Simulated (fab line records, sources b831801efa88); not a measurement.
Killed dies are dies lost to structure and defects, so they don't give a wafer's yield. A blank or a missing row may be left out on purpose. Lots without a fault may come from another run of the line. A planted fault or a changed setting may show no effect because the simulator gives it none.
A struck lot beside a sound one | flow sky130 | 21 steps out of a route of 708
Sound: wafers L816.1, L816.4, L816.6. Struck: wafers L804.2, L804.6. The cause comes at the end.
At each step with rows: each side's tool, then ch and its chambers, then its first start. Under that, the readings that differ: sound wafers | struck wafers | difference of the means | sigmas: that difference in standard deviations of wafers without a fault.
alike: readings whose means differ by less than 2 such deviations, and words and numbers that are the same on both sides. not compared: withheld readings, readings that some wafer has no value for, bounds like >300 that may hide the same value, and numbers for which the record gives no deviation and whose values overlap.
The two part at a step that has a row with sigmas, a row that says differs or no value, or rows on one side only. Numbers that don't overlap but have no deviation are shown without sigmas and don't part them. A reading that every wafer of one side lacks parts them only if that side has two wafers or more.

first, 1 step without rows for these wafers: SKY_LDD_LDN_IMPLANT_11.
SKY_LDD_LDN_STRIP_12: strips in O2/N2.
  sound on plasma_asher-03 ch 0,1, day 29 15:57; struck on plasma_asher-01 ch 0,1, day 25 15:54
  alike: drypump_motor_current_A, oes_product_au, strip_time_to_endpoint_s
  not compared: rf_hours_counter_h
SKY_LDD_LDN_TW_MEAS_13:
  sound on film_metro-02, day 29 16:03; struck on film_metro-02, day 25 16:01
  alike: LDD_LDN_TW
then, 2 steps without rows for these wafers: SKY_LDD_LDN_CLEAN_14 (cleans in SC1/SC2, time 150 s); SKY_SPACER_CVD_00 (deposits Si3N4 from DCS/NH3, target thk 43.1 nm, time 740 s).
SKY_SPACER_THK_MEAS_01:
  sound on film_metro-01, day 29 17:22; struck on film_metro-04, day 25 17:19
  alike: SPACER_CVD_00_THK
SKY_SPACER_ETCHBACK_02: etches Si3N4 in CH3F/O2, stops on SiO2, time 46.7 s, target depth 45 nm.
  sound on rie_diel-01 ch 0,3, day 29 17:26; struck on rie_diel-02 ch 0,2, day 25 17:22
  alike: drypump_motor_current_A, oes_product_au, throttle_valve_pct
  not compared: rf_hours_counter_h
then, 5 steps without rows for these wafers: SKY_POLY_CUT_DEHYDRATE_00 (time 60 s); SKY_POLY_CUT_HMDS_01 (prime time 60 s); SKY_POLY_CUT_COAT_02 (resist thk 60 nm); SKY_POLY_CUT_COAT_03 (resist thk 450 nm); SKY_POLY_CUT_SOFTBAKE_04 (time 90 s).
SKY_POLY_CUT_EXPOSE_05: exposes mask NPCM, target cd 270 nm.
  sound on krf_scanner-01 ch 0, day 30 08:11; struck on krf_scanner-02 ch 0, day 26 08:02
  alike: mask
then, 2 steps without rows for these wafers: SKY_POLY_CUT_PEB_06; SKY_POLY_CUT_DEVELOP_07 (develop time 60 s).
SKY_POLY_CUT_CD_MEAS_08: target cd 270 nm.
  sound on cd_sem-02, day 30 21:23; struck on cd_sem-02, day 26 22:47
  reading    | sound             | struck      | difference | sigmas
  cd_nm (nm) | 268.7 268.6 270.0 | 258.6 258.4 | -10.6      | -8
SKY_POLY_CUT_OVL_MEAS_09:
  sound on overlay-02, day 30 21:31; struck on overlay-02, day 26 22:53
  alike: POLY_CUT_OVL
SKY_POLY_CUT_ETCH_10: etches BARC in N2/H2, stops on SiO2, time 45.9 s, target depth 60 nm.
  sound on rie_diel-04 ch 0,2, day 30 21:32; struck on rie_diel-02 ch 2, day 26 22:55
  reading                   | sound           | struck      | difference | sigmas
  model.POLY_CUT.cd_nm (nm) | 268 268.7 268.9 | 258.9 258.6 | -9.8       |
  alike: drypump_motor_current_A, h2_flow_sccm, oes_product_au, throttle_valve_pct
  not compared: rf_hours_counter_h
SKY_POLY_CUT_ETCH_11: etches Si3N4 in CF4/CH2F2/Ar, stops on poly-Si, time 42.5 s, target depth 60 nm.
  sound on rie_diel-04 ch 0,2, day 30 21:35; struck on rie_diel-02 ch 2, day 26 22:58
  reading                   | sound             | struck      | difference | sigmas
  model.POLY_CUT.cd_nm (nm) | 267.9 268.7 268.8 | 258.9 258.6 | -9.7       |
  alike: drypump_motor_current_A, oes_product_au, throttle_valve_pct
  not compared: rf_hours_counter_h
SKY_POLY_CUT_STRIP_12: strips in O2/N2.
  sound on plasma_asher-02 ch 0,1, day 30 21:37; struck on plasma_asher-01 ch 0,1, day 26 23:00
  alike: drypump_motor_current_A, oes_product_au, strip_time_to_endpoint_s
  not compared: rf_hours_counter_h
-- the record jumps here: 21 days lie between the struck wafers' starts before and after (it left off in module POLY_CUT and takes up again in module PAD_OPEN, whose first step shown is number 708 of the route) --
SKY_PAD_OPEN_PROBE_99:
  the record has rows for the struck wafers here (prober-02, day 47 18:05) and none for the sound ones

WHERE THEY PART
First at SKY_POLY_CUT_CD_MEAS_08; last, within this record, at SKY_PAD_OPEN_PROBE_99.

WHY: what the simulator had put in
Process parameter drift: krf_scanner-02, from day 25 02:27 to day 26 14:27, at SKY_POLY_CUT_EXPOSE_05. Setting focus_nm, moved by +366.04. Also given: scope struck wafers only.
